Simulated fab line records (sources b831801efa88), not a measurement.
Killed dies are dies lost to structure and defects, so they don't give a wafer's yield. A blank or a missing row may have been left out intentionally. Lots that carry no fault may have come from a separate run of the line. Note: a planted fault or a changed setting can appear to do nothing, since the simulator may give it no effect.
Which tool is to blame? ; flow sky130 ; Sampling: 14 lots, 42 wafers, 7 of 708 route steps

WHAT THE GAUGES READ, wafer by wafer
SKY_FIELD_ISO_THK_MEAS_02.
lot;measured;on;FIELD_ISO_OXIDATION_00_THK (nm)
L319;day 1 11:38;film_metro-04;12.12 11.98 11.89
L320;day 1 16:42;film_metro-03;12.26 12.08 12.42
L321;day 1 22:26;film_metro-03;12.35 12.25 12.26
L322;day 2 02:50;film_metro-03;11.92 12.05 12.06
L324;day 2 14:13;film_metro-02;12.56 12.66 12.52
L325;day 2 17:39;film_metro-04;11.82 11.92 11.91
L326;day 3 00:47;film_metro-04;11.85 12.09 12.00
L328;day 3 09:13;film_metro-03;12.61 12.29 12.35
L329;day 3 13:39;film_metro-04;12.37 12.24 12.36
L332;day 4 05:53;film_metro-02;12.09 12.15 12.06
L333;day 4 11:53;film_metro-03;12.20 12.24 12.12
L340;day 5 21:31;film_metro-02;11.85 11.89 11.91
L341;day 6 01:41;film_metro-03;11.79 12.04 11.92
L342;day 6 07:04;film_metro-03;11.77 12.06 12.02

SKY_VT_ADJUST_HVTP_TW_MEAS_11.
lot;measured;on;VT_ADJUST_HVTP_TW
L319;day 6 04:03;film_metro-02;1361 1362 1367
L320;day 6 08:13;film_metro-03;1350 1360 1362
L321;day 6 20:02;film_metro-03;1356 1356 1357
L322;day 7 00:22;film_metro-01;1358 1359 1359
L324;day 7 11:51;film_metro-01;1350 1349 1351
L325;day 7 15:46;film_metro-02;1355 1360 1353
L326;day 8 05:07;film_metro-03;1362 1359 1354
L328;day 8 16:22;film_metro-01;1350 1360 1361
L329;day 8 22:25;film_metro-02;1357 1357 1359
L332;day 9 11:29;film_metro-01;1359 1353 1363
L333;day 9 18:33;film_metro-03;1371 1358 1370
L340;day 11 12:55;film_metro-01;1360 1354 1356
L341;day 12 00:43;film_metro-03;1354 1352 1349
L342;day 12 04:08;film_metro-01;1367 1356 1357

SKY_POLY_GATE_THK_MEAS_01.
lot;measured;on;POLY_GATE_CVD_00_THK (nm)
L319;day 14 04:49;film_metro-03;181.9 181.7 183.1
L320;day 14 09:16;film_metro-01;182.0 180.7 183.7
L321;day 14 20:18;film_metro-02;180.2 179.0 179.0
L322;day 15 05:05;film_metro-02;181.5 179.9 181.1
L324;day 15 16:46;film_metro-03;180.5 180.9 178.0
L325;day 15 23:13;film_metro-03;180.8 177.6 178.1
L326;day 17 01:30;film_metro-01;179.4 180.1 180.0
L328;day 17 08:22;film_metro-03;178.9 178.4 177.3
L329;day 17 17:53;film_metro-02;180.8 182.4 179.6
L332;day 18 12:44;film_metro-01;254.1 255.0 254.8
L333;day 18 23:22;film_metro-02;254.2 254.5 254.7
L340;day 21 09:08;film_metro-01;181.2 180.1 182.7
L341;day 22 00:26;film_metro-01;179.3 178.9 178.9
L342;day 22 02:55;film_metro-03;179.5 176.3 177.4

SKY_SD_N_RS_MEAS_16: a four-point-probe measurement.
lot;measured;on;SD_N_RS (ohm/sq)
L319;day 28 02:17;film_metro-01;68.51 68.62 68.69
L320;day 28 10:37;film_metro-01;68.65 68.64 68.54
L321;day 28 18:56;film_metro-02;68.42 68.51 68.43
L322;day 29 03:39;film_metro-03;68.85 68.80 68.88
L324;day 29 15:46;film_metro-01;68.57 68.61 68.48
L325;day 29 20:22;film_metro-01;68.55 68.61 68.51
L326;day 31 01:31;film_metro-03;68.81 68.84 68.91
L328;day 31 05:28;film_metro-03;68.70 68.89 68.81
L329;day 31 18:07;film_metro-02;68.51 68.67 68.66
L340;day 34 17:28;film_metro-03;69.11 68.89 68.94
L341;day 35 10:03;film_metro-03;68.71 68.75 68.78
L342;day 35 14:08;film_metro-02;68.64 68.46 68.53

SKY_SD_N_RS_MEAS_17: a four-point-probe measurement.
lot;measured;on;SD_P_RS (ohm/sq)
L319;day 28 02:24;film_metro-01;147.6 147.2 147.7
L320;day 28 10:44;film_metro-01;146.6 147.0 146.4
L321;day 28 19:03;film_metro-02;146.6 147.0 146.9
L322;day 29 03:46;film_metro-03;147.6 147.9 147.7
L324;day 29 15:53;film_metro-01;146.7 146.7 146.4
L325;day 29 20:29;film_metro-01;147.4 146.9 146.7
L326;day 31 01:38;film_metro-03;147.9 147.3 147.8
L328;day 31 05:35;film_metro-03;147.4 147.7 147.9
L329;day 31 18:14;film_metro-02;146.8 147.1 146.7
L340;day 34 17:35;film_metro-03;147.9 147.7 147.9
L341;day 35 10:10;film_metro-03;147.6 147.8 147.6
L342;day 35 14:15;film_metro-02;147.5 146.9 147.0

TOOL THAT RAN EACH LOT (tool first, then ch and the chambers of the sampled wafers, then the start)
lot;SKY_POLY_GATE_CVD_00;SKY_RES_PROTECT_STRIP_07
L319;lpcvd-01 ch 0, day 14 03:37;plasma_asher-02 ch 0, day 15 07:53
L320;lpcvd-01 ch 1, day 14 08:03;plasma_asher-01 ch 0,1, day 15 11:59
L321;lpcvd-01 ch 0, day 14 19:06;plasma_asher-01 ch 0,1, day 15 23:47
L322;lpcvd-01 ch 0, day 15 03:53;plasma_asher-04 ch 0,1, day 16 08:29
L324;lpcvd-01 ch 1, day 15 15:34;plasma_asher-04 ch 0,1, day 16 21:11
L325;lpcvd-01 ch 1, day 15 21:59;plasma_asher-01 ch 0,1, day 17 03:52
L326;lpcvd-01 ch 0, day 17 00:17;plasma_asher-04 ch 0,1, day 18 06:40
L328;lpcvd-01 ch 0, day 17 07:08;plasma_asher-01 ch 0,1, day 18 13:46
L329;lpcvd-01 ch 0, day 17 16:40;plasma_asher-02 ch 0,1, day 18 23:34
L332;lpcvd-01 ch 1, day 18 11:31;plasma_asher-01 ch 0,1, day 19 18:28
L333;lpcvd-01 ch 1, day 18 21:34;plasma_asher-02 ch 0,1, day 20 06:47
L340;lpcvd-01 ch 0, day 21 07:55;plasma_asher-04 ch 0,1, day 22 15:37
L341;lpcvd-01 ch 1, day 21 23:13;plasma_asher-01 ch 0,1, day 23 06:44
L342;lpcvd-01 ch 1, day 22 01:43;plasma_asher-01 ch 0,1, day 23 09:44
- SKY_POLY_GATE_CVD_00: deposits poly-Si, target thk 180 nm, time 720 s.
- SKY_RES_PROTECT_STRIP_07: strips in O2/N2.

WHAT THE TOOLS THEMSELVES READ (means of the sampled wafers that have a number; where no wafer has one, the mark that the record gives instead)
SKY_POLY_GATE_CVD_00.
lot;tool;susceptor_temp_C (C)
L319;lpcvd-01;619.78
L320;lpcvd-01;620.16
L321;lpcvd-01;619.85
L322;lpcvd-01;620.28
L324;lpcvd-01;620.12
L325;lpcvd-01;619.84
L326;lpcvd-01;619.56
L328;lpcvd-01;620.17
L329;lpcvd-01;619.90
L332;lpcvd-01;619.88
L333;lpcvd-01;620.09
L340;lpcvd-01;619.95
L341;lpcvd-01;619.75
L342;lpcvd-01;620.01

SKY_RES_PROTECT_STRIP_07.
lot;tool;drypump_motor_current_A (A);oes_product_au (a.u.);strip_time_to_endpoint_s (s)
L319;plasma_asher-02;5.6;0.519;23.30
L320;plasma_asher-01;6.0;0.518;23.34
L321;plasma_asher-01;5.9;0.515;23.37
L322;plasma_asher-04;6.5;0.517;23.35
L324;plasma_asher-04;6.5;0.519;23.28
L325;plasma_asher-01;5.7;0.516;23.35
L326;plasma_asher-04;6.4;0.515;23.38
L328;plasma_asher-01;5.9;0.515;23.34
L329;plasma_asher-02;5.7;0.514;23.36
L332;plasma_asher-01;5.9;0.515;23.40
L333;plasma_asher-02;5.7;0.516;23.36
L340;plasma_asher-04;6.5;0.515;23.39
L341;plasma_asher-01;5.7;0.513;23.39
L342;plasma_asher-01;5.9;0.519;23.31

THE ANSWER, worked out from the rows above alone
Rule: what is usual is taken from the lots themselves. The widest of any qualifying gaps counts: lots, ordered by their means at a reading, are off when they make up no more than a third of the lots, leave a main group of 4 or more, and stand apart from it by 3 or more times the standard deviation of that group's means. Not used: any main group whose means are identical at the precision the tables above print for the reading. Also off: a lot with no number at a reading for which 4 or more lots have one. All remaining lots with rows at the step are treated as sound. First the gauges in route order, then the tools' own readings, where a lot's mean is used as printed above. At the first step where some lot is off, the reading lying furthest off is the one used; lots without a number count as furthest.
Off: at SKY_POLY_GATE_THK_MEAS_01 (POLY_GATE_CVD_00_THK), L332, L333. For the main group the mean is 180.0 nm and the standard deviation 1.4.
If a tool, at a process step before that reading, ran all the lots that are off and no sound lot after the first of them, it fits. Those tools and the gauges at SKY_POLY_GATE_THK_MEAS_01 are tried in the same way. Of those tried, none fits.

WHAT THE SIMULATOR HAD PUT IN
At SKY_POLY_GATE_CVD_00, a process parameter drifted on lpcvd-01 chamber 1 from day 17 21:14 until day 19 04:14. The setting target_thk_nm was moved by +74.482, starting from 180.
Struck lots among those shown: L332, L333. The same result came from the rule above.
